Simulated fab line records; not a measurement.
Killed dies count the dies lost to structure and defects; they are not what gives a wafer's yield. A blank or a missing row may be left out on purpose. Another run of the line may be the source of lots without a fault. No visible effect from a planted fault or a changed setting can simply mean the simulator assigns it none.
Comparing a struck lot with a sound one	flow sky130	14 out of 708 route steps
Sound: these wafers, L897.1, L897.3, L897.5. Wafers L904.4, L904.5, L904.6 were the ones struck. The cause is named last.
For every step that has rows: the tool of each side, followed by ch and its chambers, followed by its first start. Under that, the readings that differ: sound wafers	struck wafers	difference of the means	sigmas: that difference in standard deviations of wafers without a fault.
alike: a reading whose means differ by less than 2 such deviations, as well as words and numbers matching on both sides. not compared: withheld readings; readings where some wafer has no value; bounds like >300 that might hide an equal value; numbers whose values overlap and for which the record gives no deviation.
Wherever a step has rows on one side only, a row that says differs or no value, or a row with sigmas, the two part there. Non-overlapping numbers with no deviation appear without sigmas and do not part them. A reading missing from all wafers of one side parts the sides only when that side holds two or more wafers.

first, 2 steps without rows for these wafers: SKY_METAL2_CLEAN_23 (cleans in O3/DIW); SKY_VIA2_HDPCVD_00 (deposits SiO2, target thk 1180 nm, time 196.7 s).
SKY_VIA2_THK_MEAS_01:
  sound: film_metro-03 at day 36 23:37; struck: film_metro-02 at day 40 00:56
  alike: VIA2_HDPCVD_THK
SKY_VIA2_CMP_02: polishes SiO2.
  sound on cmp-02 ch 0,3, day 36 23:41; struck on cmp-02 ch 0,2,3, day 40 01:04
  alike: motor_current_A
SKY_VIA2_BOW_MEAS_03:
  sound: film_metro-01 at day 36 23:59; struck: film_metro-03 at day 40 01:19
reading	sound	struck	difference	sigmas
VIA2_BOW (um)	77 81 78	97 98 84	+14	+2
then, 7 steps without rows for these wafers: SKY_VIA2_DEHYDRATE_04 (time 60 s); SKY_VIA2_HMDS_05 (prime time 60 s); SKY_VIA2_COAT_06 (resist thk 60 nm); SKY_VIA2_COAT_07 (resist thk 450 nm); SKY_VIA2_SOFTBAKE_08 (time 90 s); SKY_VIA2_EXPOSE_09 (exposes mask VIM2, target cd 200 nm); SKY_VIA2_PEB_10.
SKY_VIA2_DEVELOP_11: develop time 60 s.
  sound on litho_track-02 ch 0, day 38 01:00; struck on litho_track-01, day 41 01:00
  no value came back on the struck wafers for chill_plate_temp_C (C), develop_time_s (s), resist_line_temp_C (C); on the sound wafers chill_plate_temp_C (C) reads 22.93 22.98 22.99
reading	sound	struck	difference	sigmas
model.KrF-thick_of_VIA2_COAT_07.thk_nm (nm)	435.4 434.6 436.1	448.9 450.4 449.3	+14.2	
SKY_VIA2_CD_MEAS_12 targets a cd of 200 nm.
  sound: cd_sem-01 at day 38 01:41; struck: cd_sem-01 at day 41 01:50
reading	sound	struck	difference	sigmas
cd_nm (nm)	202.3 203.7 202.5	- - -	no value on the struck wafers	

== WHERE THEY PART ==
First at SKY_VIA2_BOW_MEAS_03; last, within this record, at SKY_VIA2_CD_MEAS_12.

WHY: what the simulator had put in
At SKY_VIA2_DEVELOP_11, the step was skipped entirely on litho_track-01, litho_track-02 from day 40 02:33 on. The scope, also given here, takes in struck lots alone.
